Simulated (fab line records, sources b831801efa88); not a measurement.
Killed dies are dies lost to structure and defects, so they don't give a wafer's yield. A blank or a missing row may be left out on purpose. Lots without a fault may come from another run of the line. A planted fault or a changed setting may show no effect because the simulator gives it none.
Which tool did it? | flow gf180mcu | 13 lots, 39 wafers sampled, at 6 steps of a route of 602

WHAT THE GAUGES READ, wafer by wafer
GF_STI_THK_MEAS_24.
lot  | measured    | on            | STI_CVD_23_THK (nm)
L146 | day 2 08:00 | film_metro-03 | 657 658 647
L147 | day 2 12:02 | film_metro-02 | 646 657 645
L148 | day 2 16:19 | film_metro-03 | 637 645 636
L149 | day 2 18:16 | film_metro-01 | 643 657 650
L152 | day 3 09:40 | film_metro-03 | 664 646 660
L153 | day 3 17:37 | film_metro-01 | 650 650 650
L155 | day 4 02:45 | film_metro-03 | 668 648 661
L157 | day 4 15:18 | film_metro-01 | 651 658 642
L158 | day 4 18:37 | film_metro-03 | 662 663 665
L159 | day 4 23:46 | film_metro-02 | 647 655 655
L163 | day 5 20:54 | film_metro-02 | 659 949 664
L164 | day 6 01:31 | film_metro-02 | 651 948 655
L165 | day 6 05:29 | film_metro-02 | 674 654 956

GF_M1_CD_MEAS_14: target cd 230 nm.
lot  | measured     | on        | cd_nm (nm)
L146 | day 17 09:56 | cd_sem-01 | 231.8 230.7 231.3
L147 | day 17 12:59 | cd_sem-02 | 230.8 231.6 231.4
L148 | day 17 22:25 | cd_sem-02 | 231.0 232.1 231.0
L149 | day 17 22:46 | cd_sem-01 | 229.8 229.6 229.4
L152 | day 19 16:31 | cd_sem-02 | 228.4 228.0 227.9
L153 | day 20 08:31 | cd_sem-01 | 229.2 228.2 229.5
L155 | day 20 21:18 | cd_sem-02 | 231.1 231.3 232.2
L157 | day 21 16:31 | cd_sem-02 | 231.4 231.1 229.9
L158 | day 21 21:30 | cd_sem-01 | 231.7 232.1 231.2
L159 | day 22 02:17 | cd_sem-02 | 229.7 231.2 231.3
L163 | day 23 09:08 | cd_sem-02 | 229.7 231.5 230.8
L164 | day 23 13:11 | cd_sem-02 | 230.5 231.8 231.6
L165 | day 23 16:06 | cd_sem-01 | 231.4 232.1 231.5

GF_V1_THK_MEAS_25: measures by xrf.
lot  | measured     | on            | V1_W_THK (nm)
L146 | day 18 11:07 | film_metro-01 | 372 371 370
L147 | day 18 15:04 | film_metro-02 | 361 357 366
L148 | day 19 00:55 | film_metro-01 | 370 373 374
L149 | day 19 01:13 | film_metro-03 | 369 374 372
L152 | day 20 19:01 | film_metro-03 | 363 370 368
L153 | day 21 11:14 | film_metro-02 | 360 364 363
L155 | day 21 23:29 | film_metro-03 | 363 363 365
L157 | day 22 18:21 | film_metro-03 | 368 369 375
L158 | day 22 23:51 | film_metro-01 | 373 371 373
L159 | day 23 04:37 | film_metro-01 | 380 368 376
L163 | day 24 10:28 | film_metro-03 | 362 369 368
L164 | day 24 14:26 | film_metro-02 | 360 362 358
L165 | day 24 16:22 | film_metro-03 | 369 365 369

WHICH TOOL RAN EACH LOT (tool, then ch and the chambers of the sampled wafers, then the start)
lot  | GF_STI_CVD_23                   | GF_STI_CMP_25                | GF_NSD_STRIP_11
L146 | hdpcvd-02 ch 0,1,2, day 2 07:54 | cmp-01 ch 0,1,2, day 2 08:11 | plasma_asher-02 ch 0,1, day 13 17:08
L147 | hdpcvd-01 ch 0,1,2, day 2 11:58 | cmp-01 ch 2,3, day 2 12:07   | plasma_asher-04 ch 0,1, day 13 19:58
L148 | hdpcvd-02 ch 0,1, day 2 16:14   | cmp-01 ch 0,2,3, day 2 16:26 | plasma_asher-03 ch 0,1, day 14 04:19
L149 | hdpcvd-01 ch 0,1,2, day 2 18:11 | cmp-01 ch 0,1,3, day 2 18:22 | plasma_asher-03 ch 0,1, day 14 04:56
L152 | hdpcvd-01 ch 1,2, day 3 09:35   | cmp-02 ch 1,3, day 3 12:04   | plasma_asher-03 ch 1, day 15 18:10
L153 | hdpcvd-01 ch 0,1, day 3 17:32   | cmp-02 ch 0,1,3, day 3 17:41 | plasma_asher-04 ch 0,1, day 16 08:10
L155 | hdpcvd-01 ch 0,1,2, day 4 02:40 | cmp-01 ch 0,2,3, day 4 03:29 | plasma_asher-03 ch 0,1, day 16 20:40
L157 | hdpcvd-02 ch 0,1,2, day 4 15:14 | cmp-01 ch 1,3, day 4 15:30   | plasma_asher-04 ch 0,1, day 17 14:40
L158 | hdpcvd-02 ch 0,2, day 4 18:31   | cmp-01 ch 0,1, day 4 18:40   | plasma_asher-03 ch 0,1, day 17 19:50
L159 | hdpcvd-01 ch 0,1,2, day 4 23:40 | cmp-02 ch 0,1,3, day 4 23:54 | plasma_asher-03 ch 0,1, day 17 21:47
L163 | hdpcvd-02 ch 0,2, day 5 20:48   | cmp-02 ch 0,3, day 5 20:59   | plasma_asher-03 ch 0,1, day 19 05:50
L164 | hdpcvd-02 ch 0,1, day 6 01:26   | cmp-02 ch 0,3, day 6 01:37   | plasma_asher-03 ch 0,1, day 19 10:04
L165 | hdpcvd-02 ch 0,1,2, day 6 05:24 | cmp-02 ch 0,1,2, day 6 05:32 | plasma_asher-04 ch 0,1, day 19 13:46
- GF_STI_CVD_23: deposits SiO2, target thk 650 nm, time 108.3 s.
- GF_STI_CMP_25: polishes, stops on Si3N4, t overpolish 33 s, target thk 524.6 nm.
- GF_NSD_STRIP_11: strips in O2/N2.

WHAT THE TOOLS THEMSELVES READ (means of the sampled wafers that have a number; where no wafer has one, the mark that the record gives instead)
GF_STI_CMP_25.
lot  | tool   | motor_current_A (A) | slurry_flow_ml_min | time_to_endpoint_s (s)
L146 | cmp-01 | 12.4                | 150.2              | 131
L147 | cmp-01 | 12.3                | 150.0              | 128
L148 | cmp-01 | 12.4                | 149.7              | 127
L149 | cmp-01 | 12.1                | 149.8              | 126
L152 | cmp-02 | 11.4                | 149.6              | 122
L153 | cmp-02 | 11.9                | 149.7              | 128
L155 | cmp-01 | 12.3                | 150.4              | 123
L157 | cmp-01 | 12.6                | 149.8              | 119
L158 | cmp-01 | 12.1                | 149.9              | 124
L159 | cmp-02 | 11.9                | 149.9              | 125
L163 | cmp-02 | 12.3                | 149.6              | 142
L164 | cmp-02 | 12.3                | 150.1              | 141
L165 | cmp-02 | 11.3                | 149.8              | 145

GF_NSD_STRIP_11.
lot  | tool            | drypump_motor_current_A (A) | heater_power_w (W) | oes_product_au (a.u.) | strip_time_to_endpoint_s (s)
L146 | plasma_asher-02 | 5.8                         | 354                | 0.482                 | 22.94
L147 | plasma_asher-04 | 5.8                         | 326                | 0.491                 | 22.97
L148 | plasma_asher-03 | 6.0                         | 256                | 0.486                 | 22.85
L149 | plasma_asher-03 | 6.0                         | 253                | 0.489                 | 22.97
L152 | plasma_asher-03 | 6.4                         | 237                | 0.484                 | 22.90
L153 | plasma_asher-04 | 5.6                         | 337                | 0.491                 | 22.94
L155 | plasma_asher-03 | 6.0                         | 250                | 0.487                 | 22.93
L157 | plasma_asher-04 | 5.8                         | 325                | 0.490                 | 22.93
L158 | plasma_asher-03 | 6.0                         | 253                | 0.482                 | 22.95
L159 | plasma_asher-03 | 5.6                         | 265                | 0.489                 | 22.97
L163 | plasma_asher-03 | 5.7                         | 264                | 0.489                 | 22.98
L164 | plasma_asher-03 | 6.0                         | 251                | 0.491                 | 22.95
L165 | plasma_asher-04 | 5.6                         | 338                | 0.484                 | 23.01

THE ANSWER, worked out from the rows above alone
Rule: what is usual is taken from the lots themselves. Put in order of their means at a reading, lots are off if they are a third of the lots or fewer, leave a main group of 4 or more, and stand apart from it by a gap of 3 or more times the standard deviation of the main group's means; of several such gaps the widest counts. A main group whose means are all the same, to the digits that the tables above print for the reading, isn't used. A lot without any number at a reading at which 4 lots or more have one is off too. The other lots that the step has rows for count as sound. The gauges are gone through in route order, then the tools' own readings, and for those a lot's mean is taken as printed above. The first step at which some lot is off is used, and at that step the reading that is off furthest; a lot without a number counts as furthest.
Off: L163, L164, L165, at GF_STI_THK_MEAS_24 (STI_CVD_23_THK). The main group: mean 652 nm, standard deviation 6.2.
A tool fits if, at a process step before that reading, it ran every lot that is off, and no sound lot after the first of them. The gauges at GF_STI_THK_MEAS_24 aren't tried: what is off there is off at GF_STI_CMP_25 too, on other tools, and a gauge's error can't cause that. One fits: hdpcvd-02 at GF_STI_CVD_23. Its last sound lot is L158 (day 4 18:31), its first lot that is off L163 (day 5 20:48): a fault that began between those two fits.

WHAT THE SIMULATOR HAD PUT IN
Process parameter drift: hdpcvd-02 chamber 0, from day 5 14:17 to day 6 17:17, at GF_STI_CVD_23. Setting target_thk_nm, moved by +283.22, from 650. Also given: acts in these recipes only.
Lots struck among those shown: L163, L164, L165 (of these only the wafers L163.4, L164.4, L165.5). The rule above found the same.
